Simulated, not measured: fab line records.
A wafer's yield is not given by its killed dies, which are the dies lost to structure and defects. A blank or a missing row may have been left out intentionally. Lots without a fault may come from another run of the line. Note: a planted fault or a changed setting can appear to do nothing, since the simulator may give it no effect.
Which tool is to blame? :: flow sky130 :: 39 wafers from 13 lots sampled at 4 of the route's 708 steps

== WHAT THE GAUGES SHOWED, per wafer ==
SKY_SD_N_RS_MEAS_18: measurement is done with a four-point probe.
lot: L762
measured: day 28 15:19
on: film_metro-01
RES_XHIGH_RS (ohm/sq): 333.6 333.0 334.0

lot: L764
measured: day 28 23:29
on: film_metro-03
RES_XHIGH_RS (ohm/sq): 331.4 332.7 330.4

lot: L765
measured: day 29 05:35
on: film_metro-04
RES_XHIGH_RS (ohm/sq): 334.7 335.2 334.9

lot: L767
measured: day 29 15:23
on: film_metro-03
RES_XHIGH_RS (ohm/sq): 333.5 332.4 333.9

lot: L769
measured: day 30 10:30
on: film_metro-01
RES_XHIGH_RS (ohm/sq): 332.5 333.9 333.5

lot: L773
measured: day 31 20:19
on: film_metro-03
RES_XHIGH_RS (ohm/sq): 331.5 332.9 332.3

lot: L774
measured: day 31 22:05
on: film_metro-04
RES_XHIGH_RS (ohm/sq): 334.2 333.6 335.1

lot: L775
measured: day 32 06:49
on: film_metro-04
RES_XHIGH_RS (ohm/sq): 332.6 331.7 332.9

lot: L777
measured: day 32 19:20
on: film_metro-03
RES_XHIGH_RS (ohm/sq): 333.8 334.7 334.6

lot: L780
measured: day 34 01:15
on: film_metro-04
RES_XHIGH_RS (ohm/sq): 331.6 331.8 332.1

lot: L781
measured: day 34 02:08
on: film_metro-04
RES_XHIGH_RS (ohm/sq): 333.1 333.7 333.2

lot: L783
measured: day 34 19:28
on: film_metro-01
RES_XHIGH_RS (ohm/sq): 334.7 333.2 332.5

lot: L784
measured: day 34 23:06
on: film_metro-03
RES_XHIGH_RS (ohm/sq): 332.4 333.8 332.4

== WHAT TOOL EACH LOT RAN ON (gives the tool, then ch and the chambers of the sampled wafers, and finally the start) ==
lot: L762
SKY_NWELL_EXPOSE_20: iline_stepper-02 ch 0, day 5 07:00
SKY_VT_ADJUST_HVTP_STRIP_10: plasma_asher-04 ch 0,1, day 6 11:37
SKY_SD_P_STRIP_10: plasma_asher-02 ch 0,1, day 26 03:51

lot: L764
SKY_NWELL_EXPOSE_20: iline_stepper-02 ch 0, day 5 19:38
SKY_VT_ADJUST_HVTP_STRIP_10: plasma_asher-04 ch 0,1, day 6 23:33
SKY_SD_P_STRIP_10: plasma_asher-04 ch 0,1, day 26 13:24

lot: L765
SKY_NWELL_EXPOSE_20: iline_stepper-01 ch 0, day 5 22:04
SKY_VT_ADJUST_HVTP_STRIP_10: plasma_asher-03 ch 0,1, day 7 03:06
SKY_SD_P_STRIP_10: plasma_asher-02 ch 0,1, day 26 18:50

lot: L767
SKY_NWELL_EXPOSE_20: iline_stepper-01 ch 0, day 6 10:40
SKY_VT_ADJUST_HVTP_STRIP_10: plasma_asher-04 ch 0,1, day 7 17:16
SKY_SD_P_STRIP_10: plasma_asher-01 ch 0,1, day 27 05:30

lot: L769
SKY_NWELL_EXPOSE_20: iline_stepper-01 ch 0, day 6 19:56
SKY_VT_ADJUST_HVTP_STRIP_10: plasma_asher-02 ch 0,1, day 8 01:46
SKY_SD_P_STRIP_10: plasma_asher-01 ch 1, day 28 00:49

lot: L773
SKY_NWELL_EXPOSE_20: iline_stepper-01 ch 0, day 7 19:39
SKY_VT_ADJUST_HVTP_STRIP_10: plasma_asher-02 ch 0,1, day 9 03:05
SKY_SD_P_STRIP_10: plasma_asher-01 ch 0,1, day 29 10:23

lot: L774
SKY_NWELL_EXPOSE_20: iline_stepper-01 ch 0, day 7 22:11
SKY_VT_ADJUST_HVTP_STRIP_10: plasma_asher-04 ch 0,1, day 9 06:00
SKY_SD_P_STRIP_10: plasma_asher-02 ch 0,1, day 29 13:28

lot: L775
SKY_NWELL_EXPOSE_20: iline_stepper-01 ch 0, day 8 01:43
SKY_VT_ADJUST_HVTP_STRIP_10: plasma_asher-03 ch 0,1, day 9 09:38
SKY_SD_P_STRIP_10: plasma_asher-02 ch 0,1, day 29 22:13

lot: L777
SKY_NWELL_EXPOSE_20: iline_stepper-01 ch 0, day 8 14:32
SKY_VT_ADJUST_HVTP_STRIP_10: plasma_asher-04 ch 0,1, day 9 21:50
SKY_SD_P_STRIP_10: plasma_asher-02 ch 0,1, day 30 11:36

lot: L780
SKY_NWELL_EXPOSE_20: iline_stepper-01 ch 0, day 9 09:01
SKY_VT_ADJUST_HVTP_STRIP_10: plasma_asher-02 ch 0,1, day 10 18:26
SKY_SD_P_STRIP_10: plasma_asher-02 ch 0,1, day 31 18:25

lot: L781
SKY_NWELL_EXPOSE_20: iline_stepper-02 ch 0, day 9 12:33
SKY_VT_ADJUST_HVTP_STRIP_10: plasma_asher-03 ch 0,1, day 10 21:03
SKY_SD_P_STRIP_10: plasma_asher-02 ch 1, day 31 19:38

lot: L783
SKY_NWELL_EXPOSE_20: iline_stepper-02 ch 0, day 10 06:11
SKY_VT_ADJUST_HVTP_STRIP_10: plasma_asher-04 ch 0,1, day 11 16:20
SKY_SD_P_STRIP_10: plasma_asher-01 ch 0,1, day 32 13:36

lot: L784
SKY_NWELL_EXPOSE_20: iline_stepper-01 ch 0, day 10 11:08
SKY_VT_ADJUST_HVTP_STRIP_10: plasma_asher-03 ch 0,1, day 11 20:41
SKY_SD_P_STRIP_10: plasma_asher-04 ch 0,1, day 32 17:34
- SKY_NWELL_EXPOSE_20: exposes mask NWM COMPLEMENT, target cd 840 nm.
- SKY_VT_ADJUST_HVTP_STRIP_10: strips in O2/N2.
- SKY_SD_P_STRIP_10: strips in O2/N2.

== AS READ BY THE TOOLS THEMSELVES (means over the sampled wafers that have a number; for cases with no such wafer, the mark the record gives instead) ==
SKY_NWELL_EXPOSE_20.
lot: L762
tool: iline_stepper-02
reticle_temp_C (C): 23.10
stage_vel_mm_s (mm/s): 499.76

lot: L764
tool: iline_stepper-02
reticle_temp_C (C): 23.02
stage_vel_mm_s (mm/s): 500.06

lot: L765
tool: iline_stepper-01
reticle_temp_C (C): 22.80
stage_vel_mm_s (mm/s): 500.17

lot: L767
tool: iline_stepper-01
reticle_temp_C (C): 23.05
stage_vel_mm_s (mm/s): 500.05

lot: L769
tool: iline_stepper-01
reticle_temp_C (C): 23.14
stage_vel_mm_s (mm/s): 500.00

lot: L773
tool: iline_stepper-01
reticle_temp_C (C): 23.10
stage_vel_mm_s (mm/s): 500.18

lot: L774
tool: iline_stepper-01
reticle_temp_C (C): 23.10
stage_vel_mm_s (mm/s): 499.87

lot: L775
tool: iline_stepper-01
reticle_temp_C (C): 22.94
stage_vel_mm_s (mm/s): 500.08

lot: L777
tool: iline_stepper-01
reticle_temp_C (C): 23.07
stage_vel_mm_s (mm/s): 499.74

lot: L780
tool: iline_stepper-01
reticle_temp_C (C): 23.09
stage_vel_mm_s (mm/s): 499.94

lot: L781
tool: iline_stepper-02
reticle_temp_C (C): 23.00
stage_vel_mm_s (mm/s): 500.03

lot: L783
tool: iline_stepper-02
reticle_temp_C (C): 23.09
stage_vel_mm_s (mm/s): 499.98

lot: L784
tool: iline_stepper-01
reticle_temp_C (C): 23.06
stage_vel_mm_s (mm/s): 499.95

SKY_VT_ADJUST_HVTP_STRIP_10.
lot: L762
tool: plasma_asher-04
drypump_motor_current_A (A): 5.7
oes_product_au (a.u.): 0.716
strip_time_to_endpoint_s (s): 14.20

lot: L764
tool: plasma_asher-04
drypump_motor_current_A (A): 5.8
oes_product_au (a.u.): 0.717
strip_time_to_endpoint_s (s): 14.21

lot: L765
tool: plasma_asher-03
drypump_motor_current_A (A): 6.2
oes_product_au (a.u.): 0.714
strip_time_to_endpoint_s (s): 14.17

lot: L767
tool: plasma_asher-04
drypump_motor_current_A (A): 5.8
oes_product_au (a.u.): 0.717
strip_time_to_endpoint_s (s): 14.21

lot: L769
tool: plasma_asher-02
drypump_motor_current_A (A): 5.6
oes_product_au (a.u.): 0.716
strip_time_to_endpoint_s (s): 14.16

lot: L773
tool: plasma_asher-02
drypump_motor_current_A (A): 5.3
oes_product_au (a.u.): 0.718
strip_time_to_endpoint_s (s): 14.18

lot: L774
tool: plasma_asher-04
drypump_motor_current_A (A): 5.8
oes_product_au (a.u.): 0.713
strip_time_to_endpoint_s (s): 14.14

lot: L775
tool: plasma_asher-03
drypump_motor_current_A (A): 6.2
oes_product_au (a.u.): 0.715
strip_time_to_endpoint_s (s): 14.26

lot: L777
tool: plasma_asher-04
drypump_motor_current_A (A): 5.8
oes_product_au (a.u.): 0.714
strip_time_to_endpoint_s (s): 14.20

lot: L780
tool: plasma_asher-02
drypump_motor_current_A (A): 5.3
oes_product_au (a.u.): 0.715
strip_time_to_endpoint_s (s): 14.20

lot: L781
tool: plasma_asher-03
drypump_motor_current_A (A): 6.2
oes_product_au (a.u.): 0.717
strip_time_to_endpoint_s (s): 14.18

lot: L783
tool: plasma_asher-04
drypump_motor_current_A (A): 5.8
oes_product_au (a.u.): 0.718
strip_time_to_endpoint_s (s): 14.18

lot: L784
tool: plasma_asher-03
drypump_motor_current_A (A): 6.0
oes_product_au (a.u.): 0.715
strip_time_to_endpoint_s (s): 14.16

SKY_SD_P_STRIP_10.
lot: L762
tool: plasma_asher-02
drypump_motor_current_A (A): 5.3
oes_product_au (a.u.): 0.619
strip_time_to_endpoint_s (s): 17.46

lot: L764
tool: plasma_asher-04
drypump_motor_current_A (A): 5.8
oes_product_au (a.u.): 0.618
strip_time_to_endpoint_s (s): 17.47

lot: L765
tool: plasma_asher-02
drypump_motor_current_A (A): 5.7
oes_product_au (a.u.): 0.617
strip_time_to_endpoint_s (s): 17.45

lot: L767
tool: plasma_asher-01
drypump_motor_current_A (A): 6.0
oes_product_au (a.u.): 0.618
strip_time_to_endpoint_s (s): 17.44

lot: L769
tool: plasma_asher-01
drypump_motor_current_A (A): 6.7
oes_product_au (a.u.): 0.619
strip_time_to_endpoint_s (s): 17.52

lot: L773
tool: plasma_asher-01
drypump_motor_current_A (A): 5.9
oes_product_au (a.u.): 0.621
strip_time_to_endpoint_s (s): 17.46

lot: L774
tool: plasma_asher-02
drypump_motor_current_A (A): 5.7
oes_product_au (a.u.): 0.614
strip_time_to_endpoint_s (s): 17.42

lot: L775
tool: plasma_asher-02
drypump_motor_current_A (A): 5.7
oes_product_au (a.u.): 0.620
strip_time_to_endpoint_s (s): 17.53

lot: L777
tool: plasma_asher-02
drypump_motor_current_A (A): 5.7
oes_product_au (a.u.): 0.621
strip_time_to_endpoint_s (s): 17.53

lot: L780
tool: plasma_asher-02
drypump_motor_current_A (A): 5.3
oes_product_au (a.u.): 0.618
strip_time_to_endpoint_s (s): 17.55

lot: L781
tool: plasma_asher-02
drypump_motor_current_A (A): 5.0
oes_product_au (a.u.): 0.621
strip_time_to_endpoint_s (s): 17.55

lot: L783
tool: plasma_asher-01
drypump_motor_current_A (A): 6.4
oes_product_au (a.u.): 0.619
strip_time_to_endpoint_s (s): 17.51

lot: L784
tool: plasma_asher-04
drypump_motor_current_A (A): 5.8
oes_product_au (a.u.): 0.622
strip_time_to_endpoint_s (s): 17.50

== THE ANSWER, worked out from the rows above alone ==
Rule: what is usual is taken from the lots themselves. The widest of any qualifying gaps counts: lots, ordered by their means at a reading, are off when they make up no more than a third of the lots, leave a main group of 4 or more, and stand apart from it by 3 or more times the standard deviation of that group's means. A main group whose means are all the same, to the digits that the tables above print for the reading, isn't used. Also off: a lot with no number at a reading for which 4 or more lots have one. All remaining lots with rows at the step are treated as sound. The gauges are gone through in route order, then the tools' own readings, and for those a lot's mean is taken as printed above. The first step at which some lot is off is used, and at that step the reading that is off furthest; a lot without a number counts as furthest.
No lot is off on any of the readings shown, so nothing can be concluded from this.

== WHAT THE SIMULATOR PUT IN ==
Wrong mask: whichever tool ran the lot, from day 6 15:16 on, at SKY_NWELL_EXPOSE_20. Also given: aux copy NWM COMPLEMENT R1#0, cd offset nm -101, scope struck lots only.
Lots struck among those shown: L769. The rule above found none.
